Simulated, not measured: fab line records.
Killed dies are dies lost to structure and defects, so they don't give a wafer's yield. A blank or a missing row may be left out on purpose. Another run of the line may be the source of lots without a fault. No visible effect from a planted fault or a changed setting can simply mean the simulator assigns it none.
Which tool was responsible? ; flow sky130 ; 11 lots with 33 wafers sampled at 4 steps, on a route of 708 steps

## WHAT THE GAUGES READ, wafer by wafer
SKY_LDD_LDN_OVL_MEAS_07.
lot;measured;on;LDD_LDN_OVL (nm)
L247;day 23 07:48;overlay-01;1.4 1.3 -1.4
L248;day 24 11:38;overlay-02;-0.4 -0.4 -0.2
L249;day 24 18:23;overlay-02;0.2 -1.0 2.2
L252;day 25 13:08;overlay-02;- - -
L261;day 28 11:17;overlay-02;0.5 1.2 -1.4
L262;day 28 22:09;overlay-01;-0.5 -2.1 -3.4
L263;day 29 00:41;overlay-01;-1.1 -0.7 -0.7
L264;day 29 18:05;overlay-02;0.0 -0.1 1.7
L265;day 29 23:29;overlay-01;-0.1 -2.2 -1.4
L266;day 30 07:38;overlay-02;0.9 -1.2 1.9
L267;day 30 15:51;overlay-01;-0.5 -0.3 1.1

## EACH LOT AND THE TOOL THAT RAN IT (in order: tool; ch and the chambers of the sampled wafers; start)
lot;SKY_POLY_GATE_ETCH_15;SKY_LDD_P_STRIP_10;SKY_LDD_LDN_EXPOSE_04
L247;rie-diel-01 ch 0,2,3, day 16 17:57;plasma-asher-02 ch 0,1, day 19 09:16;iline-stepper-01 ch 0, day 22 16:14
L248;rie-diel-03 ch 1,2, day 17 22:20;plasma-asher-03 ch 0,1, day 20 16:55;iline-stepper-01 ch 0, day 23 20:52
L249;rie-diel-03 ch 0,1,2, day 18 07:24;plasma-asher-03 ch 0,1, day 20 22:35;iline-stepper-01 ch 0, day 24 04:14
L252;rie-diel-04 ch 0,1,3, day 18 22:15;plasma-asher-02 ch 0,1, day 21 18:49;iline-stepper-01 ch 0, day 24 22:14
L261;rie-diel-01 ch 0,1,3, day 22 06:33;plasma-asher-03 ch 0,1, day 24 21:07;iline-stepper-02 ch 0, day 27 21:28
L262;rie-diel-01 ch 0,1,3, day 22 16:24;plasma-asher-02 ch 0,1, day 25 07:05;iline-stepper-01 ch 0, day 28 07:57
L263;rie-diel-03 ch 0,1,2, day 22 21:18;plasma-asher-01 ch 0,1, day 25 10:29;iline-stepper-01 ch 0, day 28 10:05
L264;rie-diel-03 ch 0,1,3, day 23 14:45;plasma-asher-02 ch 0,1, day 26 04:05;iline-stepper-01 ch 0, day 29 03:42
L265;rie-diel-04 ch 0,1,2, day 23 18:58;plasma-asher-01 ch 0,1, day 26 10:10;iline-stepper-01 ch 0, day 29 09:59
L266;rie-diel-03 ch 0,2,3, day 24 05:18;plasma-asher-03 ch 0,1, day 26 17:53;iline-stepper-02 ch 0, day 29 17:46
L267;rie-diel-03 ch 1,2,3, day 24 12:54;plasma-asher-02 ch 0,1, day 27 01:41;iline-stepper-01 ch 0, day 30 02:22
- SKY_POLY_GATE_ETCH_15: etches BARC in N2/H2, stops on SiO2, time 118.5 s, target depth 110 nm.
- SKY_LDD_P_STRIP_10: strips in O2/N2.
- SKY_LDD_LDN_EXPOSE_04: exposes mask LDNTM, target cd 700 nm.

## THE ANSWER, worked out from the rows above alone
Rule: usual is defined by the lots themselves. The widest of any qualifying gaps counts: lots, ordered by their means at a reading, are off when they make up no more than a third of the lots, leave a main group of 4 or more, and stand apart from it by 3 or more times the standard deviation of that group's means. Not used: any main group whose means are identical at the precision the tables above print for the reading. A lot without any number at a reading at which 4 lots or more have one is off too. The other lots that the step has rows for count as sound.
Off: L252, at SKY_LDD_LDN_OVL_MEAS_07 (LDD_LDN_OVL). Without a number there: L252. The main group has a mean of -0.2 nm with a standard deviation of 0.83.
If a tool, at a process step before that reading, ran all the lots that are off and no sound lot after the first of them, it fits. Gauges at SKY_LDD_LDN_OVL_MEAS_07: tried the same way as those tools. No candidate that was tried fits.

## WHAT WAS PUT IN BY THE SIMULATOR
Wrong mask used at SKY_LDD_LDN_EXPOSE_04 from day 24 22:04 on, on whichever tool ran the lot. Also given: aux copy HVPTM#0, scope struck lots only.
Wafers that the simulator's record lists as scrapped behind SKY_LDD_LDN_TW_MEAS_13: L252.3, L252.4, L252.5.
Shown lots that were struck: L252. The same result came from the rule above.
